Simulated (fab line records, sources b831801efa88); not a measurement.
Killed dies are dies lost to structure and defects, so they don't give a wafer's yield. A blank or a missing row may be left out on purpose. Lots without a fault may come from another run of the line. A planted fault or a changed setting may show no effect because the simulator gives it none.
fab line records | flow gf180mcu
record lots=14 wafers=42 last_day=34
route steps=602 shown DNWELL@39 SAB@265 V1@337 M2@365
lots that met no fault: from a run of the same line without faults
start_h: hours from the record's first day to the start of the lot's first wafer shown | wait_h: hours since the lot's step before | " the same as in the row above | L1.1+2: a row that stands for several wafers | - no value, or no start given | * or withheld: withheld | < > ~ a bound
route shown NAME@n: a module of which the file shows steps, and the number in the route of the first | usual: mean/standard deviation of fault-free wafers | same: alike in all rows | chamber/n: place in a boat | sites: the reading at each site | _std_site: their standard deviation | _edge_site: outer sites' mean less inner sites' | radius_mm: how far each site lies from the wafer's centre | mask NAME#n: copy n | behind: the tool/chamber that last shaped the wafer | hold: why the lot was held/for how many hours/how that ended | device: the transistor (n, p or np) that didn't switch | end of line: the same wafers' tests at the end of the route | a step without rows: its recipe alone | killed: dies lost to structure and defects at the first sort, not the wafer's yield | map: a wafer's dies, x killed, . not, _ none there
set.NAME: the setting as run; set.NAME@STEP: as run at that earlier step | model.NAME: the simulator's own value behind a step, which no gauge read
steps of the route over a sample of lots; a table a step, a row a wafer
services: from which hour (start_h, from the record's first day; less than 0 if before it) a tool's chamber was out of use, for how many hours, and why
## steps
# step GF_DNWELL_IMPLANT_07
# recipe species=P energy_kev=1500 dose_cm2=1e+13 tilt_deg=0
# usual beam_on_s=10.03/0.21 dose_ions_cm2=9.999e+12/1e+10
# columns lot.wafer tool chamber start_h wait_h beam_on_s dose_ions_cm2
L593.3 implanter-03 0 50.78 - 10.16 1.0003e+13
L593.4 " 0 " " 10.23 1.0009e+13
L593.6 " 0 " " 9.99 1.0002e+13
L594.1 implanter-04 0 50.95 - 9.72 9.991e+12
L594.2 " 0 " " 9.72 9.991e+12
L594.5 " 0 " " 10.16 9.979e+12
L596.2 implanter-04 0 63.92 - 10.11 1.0004e+13
L596.3 " 0 " " 10.13 1.0021e+13
L596.5 " 0 " " 10.05 9.999e+12
L597.1 implanter-02 0 66.28 - 9.83 1.0005e+13
L597.4 " 0 " " 10.14 1.0002e+13
L597.6 " 0 " " 10.07 1.0001e+13
L598.3 implanter-02 0 70.75 - 9.94 1.0011e+13
L598.4 " 0 " " 10.55 9.986e+12
L598.5 " 0 " " 9.54 9.985e+12
L599.1 implanter-03 0 76.18 - 9.67 9.987e+12
L599.5 " 0 " " 10.30 1.0007e+13
L599.6 " 0 " " 10.04 9.972e+12
L601.3 implanter-02 0 87.60 - 9.96 1.0317e+13
L601.4 " 0 " " 9.85 1.0315e+13
L601.5 " 0 " " 10.04 1.032e+13
L602.1 implanter-04 0 98.05 - 10.32 9.971e+12
L602.2 " 0 " " 9.93 9.992e+12
L602.3 " 0 " " 9.90 9.985e+12
L603.2 implanter-02 0 98.42 - 9.99 1.0313e+13
L603.3 " 0 " " 9.98 1.0331e+13
L603.4 " 0 " " 10.35 1.0312e+13
L609.1 implanter-03 0 125.82 - 9.65 1.0014e+13
L609.2 " 0 " " 9.77 9.997e+12
L609.4 " 0 " " 10.05 1.0011e+13
L611.1 implanter-03 0 137.18 - 9.80 9.994e+12
L611.2 " 0 " " 10.06 1.0006e+13
L611.5 " 0 " " 9.96 1.0002e+13
L612.2 implanter-03 0 142.87 - 10.15 9.996e+12
L612.3 " 0 " " 9.88 1.0014e+13
L612.5 " 0 " " 10.05 1.0002e+13
L613.1 implanter-04 0 149.47 - 9.94 1.0021e+13
L613.2 " 0 " " 9.82 9.998e+12
L613.4 " 0 " " 9.87 9.996e+12
L615.2 implanter-03 0 159.52 - 10.07 9.984e+12
L615.3 " 0 " " 10.49 9.989e+12
L615.6 " 0 " " 10.18 9.991e+12
# step GF_SAB_THK_MEAS_01
# recipe reads=SiO2_of_SAB_CVD_00
# usual SAB_CVD_00_THK=50.1/0.6
# columns lot.wafer tool chamber start_h wait_h SAB_CVD_00_THK[nm]
L593.3 film_metro-03 - 330.80 0.0 49.4
L593.4 " - " " 49.5
L593.6 " - " " 50.4
L594.1 film_metro-02 - 332.25 0.0 48.9
L594.2 " - " " 49.2
L594.5 " - " " 49.7
L596.2 film_metro-02 - 350.19 0.0 49.8
L596.3 " - " " 50.4
L596.5 " - " " 51.2
L597.1 film_metro-01 - 355.41 0.0 49.8
L597.4 " - " " 50.5
L597.6 " - " " 50.2
L598.3 film_metro-03 - 357.35 0.0 50.9
L598.4 " - " " 51.0
L598.5 " - " " 51.1
L599.1 film_metro-03 - 368.97 0.0 50.0
L599.5 " - " " 50.6
L599.6 " - " " 50.8
L601.3 film_metro-02 - 388.05 0.0 49.8
L601.4 " - " " 50.3
L601.5 " - " " 50.5
L602.1 film_metro-03 - 407.20 0.0 49.5
L602.2 " - " " 49.9
L602.3 " - " " 49.2
L603.2 film_metro-03 - 409.45 0.0 49.3
L603.3 " - " " 50.5
L603.4 " - " " 50.6
L609.1 film_metro-01 - 450.94 0.0 50.1
L609.2 " - " " 49.4
L609.4 " - " " 50.9
L611.1 film_metro-03 - 469.68 0.0 48.7
L611.2 " - " " 49.5
L611.5 " - " " 50.0
L612.2 film_metro-01 - 485.51 0.0 49.6
L612.3 " - " " 49.8
L612.5 " - " " 50.2
L613.1 film_metro-02 - 487.80 0.0 50.0
L613.2 " - " " 49.9
L613.4 " - " " 50.7
L615.2 film_metro-01 - 505.24 0.0 49.4
L615.3 " - " " 49.8
L615.6 " - " " 50.4
# step GF_V1_CVD_02
# recipe material=SiO2 target_thk_nm=850 precursor=TEOS temp_c=400 time_s=94.851 rf_w=600
# usual heater_power_w=700/110 rf_fwd_power_W=596.6/2
# columns lot.wafer tool chamber start_h wait_h heater_power_w rf_fwd_power_W
L593.3 pecvd-01 0 402.11 0.0 664 600.3
L593.4 " 2 " " 729 595.3
L593.6 " 0 " " 740 599.2
L594.1 pecvd-03 2 403.30 0.1 712 597.5
L594.2 " 1 " " 576 595.5
L594.5 " 0 " " 751 597.6
L596.2 pecvd-02 0 422.21 0.0 538 597.7
L596.3 " 0 " " 422 598.5
L596.5 " 0 " " 468 596.4
L597.1 pecvd-01 0 427.92 0.1 784 597.5
L597.4 " 2 " " 680 597.4
L597.6 " 0 " " 613 598.0
L598.3 pecvd-02 0 430.02 0.0 482 595.9
L598.4 " 1 " " 594 598.8
L598.5 " 2 " " 595 597.4
L599.1 pecvd-01 0 443.64 0.1 650 598.6
L599.5 " 2 " " 741 598.8
L599.6 " 0 " " 711 597.7
L601.3 pecvd-01 2 465.14 0.1 653 597.5
L601.4 " 2 " " 723 595.9
L601.5 " 2 " " 778 597.9
L602.1 pecvd-01 2 484.01 0.1 792 597.0
L602.2 " 1 " " 723 593.4
L602.3 " 0 " " 710 593.8
L603.2 pecvd-02 1 485.71 0.0 726 597.1
L603.3 " 0 " " 445 594.6
L603.4 " 2 " " 579 597.1
L609.1 pecvd-01 1 527.41 0.1 736 594.3
L609.2 " 0 " " 646 598.3
L609.4 " 0 " " 718 596.8
L611.1 pecvd-01 2 543.33 0.1 680 592.5
L611.2 " 0 " " 636 598.3
L611.5 " 1 " " 828 594.9
L612.2 pecvd-03 2 559.27 0.0 681 597.3
L612.3 " 1 " " 592 598.9
L612.5 " 0 " " 867 597.7
L613.1 pecvd-02 0 560.99 0.1 473 595.8
L613.2 " 2 " " 721 596.7
L613.4 " 0 " " 513 597.0
L615.2 pecvd-01 1 576.76 0.0 815 592.7
L615.3 " 0 " " 707 598.7
L615.6 " 0 " " 746 599.9
# step GF_M2_SPUTTER_03
# recipe material=Ti target_thk_nm=10 substrate_temp_c=300 chamber_pressure_pa=0.3 power_w=3000 time_s=6.7
# usual chamber_pressure_pa=0.3000/0.00063 throttle_valve_pct=30.5/0.77
# columns lot.wafer tool chamber start_h wait_h chamber_pressure_pa throttle_valve_pct
L593.3 pvd_sputter-03 - 428.40 0.0 0.3004 30.3
L593.4 " - " " 0.3004 31.9
L593.6 " - " " 0.3006 30.2
L594.1 pvd_sputter-01 - 429.40 0.0 0.2991 30.1
L594.2 " - " " 0.2996 29.2
L594.5 " - " " 0.3004 29.6
L596.2 pvd_sputter-01 - 448.97 0.0 0.3011 29.7
L596.3 " - " " 0.2991 29.6
L596.5 " - " " 0.3011 29.7
L597.1 pvd_sputter-03 - 454.97 0.0 0.2995 30.3
L597.4 " - " " 0.2991 32.0
L597.6 " - " " 0.3010 30.4
L598.3 pvd_sputter-03 - 457.01 0.0 0.3003 30.5
L598.4 " - " " 0.2994 30.6
L598.5 " - " " 0.2992 30.3
L599.1 pvd_sputter-04 - 470.31 0.0 0.3013 31.2
L599.5 " - " " 0.3008 30.9
L599.6 " - " " 0.3007 31.3
L601.3 pvd_sputter-04 - 490.86 0.0 0.3001 31.2
L601.4 " - " " 0.2999 31.3
L601.5 " - " " 0.2989 31.3
L602.1 pvd_sputter-04 - 510.09 0.0 0.3000 30.5
L602.2 " - " " 0.2998 31.2
L602.3 " - " " 0.2991 30.9
L603.2 pvd_sputter-01 - 511.64 0.0 0.3001 29.4
L603.3 " - " " 0.3000 29.1
L603.4 " - " " 0.3005 29.6
L609.1 pvd_sputter-01 - 552.27 0.0 0.3001 29.5
L609.2 " - " " 0.3003 30.4
L609.4 " - " " 0.2996 30.1
L611.1 pvd_sputter-01 - 567.44 0.0 0.2991 29.5
L611.2 " - " " 0.2993 30.3
L611.5 " - " " 0.3000 29.5
L612.2 pvd_sputter-04 - 584.16 0.0 0.3008 31.3
L612.3 " - " " 0.2995 30.8
L612.5 " - " " 0.2996 31.0
L613.1 pvd_sputter-03 - 585.13 0.0 0.2999 30.5
L613.2 " - " " 0.2991 30.3
L613.4 " - " " 0.2995 32.2
L615.2 pvd_sputter-04 - 600.34 0.0 0.3007 30.8
L615.3 " - " " 0.2995 31.0
L615.6 " - " " 0.2994 30.8
## services
# columns tool chamber start_h hours kind
pecvd-01 - 62.19 1.0 repair
pvd_sputter-01 - 73.83 6.3 repair
pvd_sputter-01 - 73.97 1.3 repair
pvd_sputter-01 - 81.23 3.2 repair
pvd_sputter-01 - 87.35 1.3 repair
implanter-03 - 115.35 1.7 repair
pecvd-01 - 139.41 14.6 pm
pvd_sputter-04 - 172.33 10.4 repair
pvd_sputter-01 - 175.27 9.5 repair
implanter-03 - 191.61 3.4 repair
pecvd-01 0 196.37 19.0 repair
pecvd-01 - 248.98 42.1 repair
pecvd-01 2 266.82 3.7 repair
implanter-03 - 272.40 6.3 pm
implanter-03 - 296.96 4.3 pm
pecvd-01 0 309.03 9.7 repair
pecvd-01 - 368.88 14.0 pm
pecvd-01 - 395.04 4.1 repair
implanter-03 - 418.82 5.2 repair
pecvd-01 0 447.80 21.5 repair
pecvd-01 1 458.86 10.2 repair
implanter-03 - 502.35 5.6 repair
implanter-03 - 526.86 1.9 repair
implanter-03 - 542.90 1.2 repair
## key
first_sign step=GF_DNWELL_IMPLANT_07 reading=dose_ions_cm2 direction=up sigmas=31 usual=9.999e+12 struck=1.0318e+13
effect none on later readings
met_at GF_DNWELL_IMPLANT_07
struck_lots L601,L603
tester_left_out L601,L603
not_acting_at GF_SAB_THK_MEAS_01,GF_V1_CVD_02,GF_M2_SPUTTER_03
onset_between 70.75 87.60
fault kind=process_parameter_drift tool=implanter-02 chamber=- onset_h=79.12 steps=GF_DNWELL_IMPLANT_07 channel=dose_cm2 offset=3.1345e+11 shape=step end_h=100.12 acts_in=these_recipes_only stated=1e+13
# tester_left_out: of these lots the tester's yield and bins aren't shown, on N5 and GAA mostly nor the transistor test; their killed dies are dies lost to structure and defects alone, not to doping, threshold or leakage, so they don't give the yield
